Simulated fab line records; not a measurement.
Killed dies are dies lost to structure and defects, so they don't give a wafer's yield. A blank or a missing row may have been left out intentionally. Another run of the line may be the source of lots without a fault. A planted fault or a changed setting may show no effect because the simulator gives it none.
What tool caused it? -- flow gf180mcu -- 12 lots, 36 wafers sampled, at 5 steps of a route of 602

WHAT THE GAUGES SHOWED, per wafer
GF_VT_IMPLANT_OVL_MEAS_18.
lot,measured,on,VT_IMPLANT_01_OVL (nm)
L732,day 6 04:17,overlay-02,2.7 1.6 -0.6
L734,day 6 16:26,overlay-02,1.2 0.6 0.7
L735,day 6 22:13,overlay-01,0.7 1.1 0.2
L736,day 7 07:02,overlay-02,1.8 2.9 2.6
L737,day 7 12:13,overlay-01,3.1 1.2 1.2
L738,day 7 17:20,overlay-02,1.9 0.8 2.8
L739,day 8 00:16,overlay-01,1.0 1.5 2.2
L742,day 8 19:17,overlay-02,1.0 1.7 0.7
L745,day 9 13:04,overlay-01,1.3 2.6 0.8
L746,day 9 23:02,overlay-02,1.7 3.0 1.8
L754,day 12 01:14,overlay-01,0.2 -1.0 1.4
L755,day 12 06:46,overlay-01,1.2 2.4 2.2

GF_DUAL_GATE_THK_MEAS_03.
lot,measured,on,DUAL_GATE_OXIDATION_00_THK (nm)
L732,day 7 13:28,filmMetro-03,10.91 10.90 10.93
L734,day 8 05:14,filmMetro-02,10.94 10.94 10.89
L735,day 8 09:29,filmMetro-02,10.87 11.00 10.74
L736,day 8 18:09,filmMetro-03,10.93 10.77 10.75
L737,day 9 00:58,filmMetro-01,10.69 10.67 10.88
L738,day 9 05:58,filmMetro-03,10.81 10.79 10.78
L739,day 9 13:12,filmMetro-01,10.74 10.59 10.77
L742,day 10 07:41,filmMetro-03,10.84 10.84 10.81
L745,day 11 02:22,filmMetro-03,10.67 10.63 10.66
L746,day 11 14:28,filmMetro-02,10.78 10.60 10.82
L754,day 13 19:58,filmMetro-01,10.74 10.71 10.71
L755,day 14 01:01,filmMetro-01,10.71 10.66 10.58

GF_POLY_GATE_THK_MEAS_01.
lot,measured,on,POLY_GATE_CVD_00_THK (nm)
L732,day 8 10:02,filmMetro-04,198.6 199.7 200.8
L734,day 9 00:55,filmMetro-03,201.5 202.0 202.0
L735,day 9 04:02,filmMetro-01,199.8 201.8 201.5
L736,day 9 14:52,filmMetro-01,200.5 200.3 198.8
L737,day 9 22:21,filmMetro-04,200.5 200.6 201.2
L738,day 10 03:13,filmMetro-04,202.3 201.4 201.0
L739,day 10 08:55,filmMetro-04,199.8 200.6 198.8
L742,day 11 05:05,filmMetro-01,197.6 197.6 197.9
L745,day 12 00:13,filmMetro-03,272.1 274.2 272.0 272.2 274.3 272.2
L746,day 12 13:32,filmMetro-04,202.4 201.6 203.6
L754,day 14 20:18,filmMetro-01,199.0 197.6 198.8
L755,day 15 00:55,filmMetro-01,200.9 199.8 202.4

WHICH TOOL RAN EACH LOT (tool, then ch and the chambers of the sampled wafers, then the start)
lot,GF_VT_IMPLANT_STRIP_31,GF_POLY_GATE_CVD_00
L732,"plasmaAsher-04 ch 0, day 6 19:31","lpcvd-02 ch 0, day 8 08:01"
L734,"plasmaAsher-03 ch 0, day 7 08:20","lpcvd-02 ch 0, day 8 23:34"
L735,"plasmaAsher-03 ch 0,1, day 7 14:10","lpcvd-01 ch 0, day 9 02:41"
L736,"plasmaAsher-02 ch 0,1, day 7 23:02","lpcvd-01 ch 0, day 9 13:31"
L737,"plasmaAsher-04 ch 0,1, day 8 04:56","lpcvd-02 ch 0, day 9 21:01"
L738,"plasmaAsher-03 ch 0,1, day 8 09:52","lpcvd-01 ch 1, day 10 01:53"
L739,"plasmaAsher-04 ch 0,1, day 8 16:28","lpcvd-01 ch 0, day 10 07:35"
L742,"plasmaAsher-04 ch 0,1, day 9 12:20","lpcvd-02 ch 0, day 11 03:44"
L745,"plasmaAsher-03 ch 0,1, day 10 06:26","lpcvd-01 ch 1, day 11 22:52"
L746,"plasmaAsher-02 ch 0,1, day 10 17:31","lpcvd-02 ch 0, day 12 12:12"
L754,"plasmaAsher-03 ch 0,1, day 12 20:46","lpcvd-02 ch 1, day 14 18:58"
L755,"plasmaAsher-03 ch 0,1, day 13 02:25","lpcvd-02 ch 1, day 14 23:34"
- GF_VT_IMPLANT_STRIP_31: strips in O2/N2.
- GF_POLY_GATE_CVD_00: deposits poly-Si, target thk 200 nm, time 1200 s.

WHAT THE TOOLS THEMSELVES READ (means of the sampled wafers that have a number; where no wafer has one, the mark that the record gives instead)
GF_VT_IMPLANT_STRIP_31.
lot,tool,drypumpMotorCurrentA (A),heaterPowerW (W),oesProductAu (a.u.),stripTimeToEndpointS (s)
L732,plasmaAsher-04,5.8,416,0.717,12.61
L734,plasmaAsher-03,6.4,287,0.721,12.59
L735,plasmaAsher-03,6.5,293,0.719,12.61
L736,plasmaAsher-02,5.8,343,0.712,12.58
L737,plasmaAsher-04,5.8,374,0.718,12.61
L738,plasmaAsher-03,6.5,293,0.712,12.60
L739,plasmaAsher-04,5.8,369,0.713,12.61
L742,plasmaAsher-04,5.8,379,0.722,12.64
L745,plasmaAsher-03,6.5,297,0.717,12.62
L746,plasmaAsher-02,5.6,353,0.717,12.64
L754,plasmaAsher-03,6.5,294,0.720,12.68
L755,plasmaAsher-03,6.5,299,0.720,12.60

GF_POLY_GATE_CVD_00.
lot,tool,spikeTcBottomC (C),spikeTcCentreC (C),spikeTcLowerC (C),spikeTcTopC (C),spikeTcUpperC (C),susceptorTempC (C)
L732,lpcvd-02,639.3,620.8,621.7,636.4,618.6,620.06
L734,lpcvd-02,639.2,620.2,621.1,636.6,618.6,619.74
L735,lpcvd-01,639.8,619.8,618.2,635.0,618.9,619.75
L736,lpcvd-01,638.0,619.5,619.0,635.7,619.0,619.83
L737,lpcvd-02,639.8,620.9,620.8,636.3,618.1,619.70
L738,lpcvd-01,643.5,619.6,619.5,638.7,617.7,619.67
L739,lpcvd-01,637.2,619.6,619.5,636.5,620.2,620.18
L742,lpcvd-02,639.5,620.9,619.5,635.3,618.5,620.15
L745,lpcvd-01,655.9,633.2,632.2,651.1,630.9,633.50
L746,lpcvd-02,638.5,620.8,619.1,636.1,619.0,620.12
L754,lpcvd-02,639.3,621.9,621.7,637.2,620.7,620.15
L755,lpcvd-02,640.1,620.8,619.4,637.5,621.3,619.85

THE ANSWER, worked out from the rows above alone
Rule: what is usual is taken from the lots themselves. Put in order of their means at a reading, lots are off if they are a third of the lots or fewer, leave a main group of 4 or more, and stand apart from it by a gap of 3 or more times the standard deviation of the main group's means; of several such gaps the widest counts. The tables above print the reading to a certain number of digits; a main group whose means all agree to those digits is not used. A lot without any number at a reading at which 4 lots or more have one is off too. All remaining lots with rows at the step are treated as sound. Order of review: gauges by route order, followed by the tools' own readings, for which a lot's mean as printed above is used. At the first step where some lot is off, the reading lying furthest off is the one used; lots without a number count as furthest.
Off: L745, seen at GF_POLY_GATE_THK_MEAS_01 (POLY_GATE_CVD_00_THK). The main group has a mean of 200.4 nm with a standard deviation of 1.4.
A tool fits if, at a process step before that reading, it ran every lot that is off, and no sound lot after the first of them. Not tried: the gauges at GF_POLY_GATE_THK_MEAS_01; whatever is off there is also off at GF_POLY_GATE_CVD_00, on other tools, and gauge error can't account for it. One fits: GF_POLY_GATE_CVD_00 on lpcvd-01. A fault onset in the window from L739 (day 10 07:35, its last sound lot) to L745 (day 11 22:52, its first lot off) fits.
The tool's own readings at GF_POLY_GATE_CVD_00 bear it out: on the lots that are off they differ by more than 5 times the standard deviation of the sound lots' means. spikeTcBottomC reads 655.9 C there against 639.5 C on the sound lots; spikeTcCentreC reads 633.2 C there against 620.4 C on the sound lots; spikeTcLowerC reads 632.2 C there against 620.0 C on the sound lots; spikeTcTopC reads 651.1 C there against 636.5 C on the sound lots; spikeTcUpperC reads 630.9 C there against 619.1 C on the sound lots; susceptorTempC reads 633.50 C there against 619.93 C on the sound lots.

WHAT WAS PUT IN BY THE SIMULATOR
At GF_POLY_GATE_CVD_00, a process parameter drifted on lpcvd-01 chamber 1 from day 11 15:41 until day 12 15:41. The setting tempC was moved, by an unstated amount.
Struck lots among those shown: L745. The same result came from the rule above.
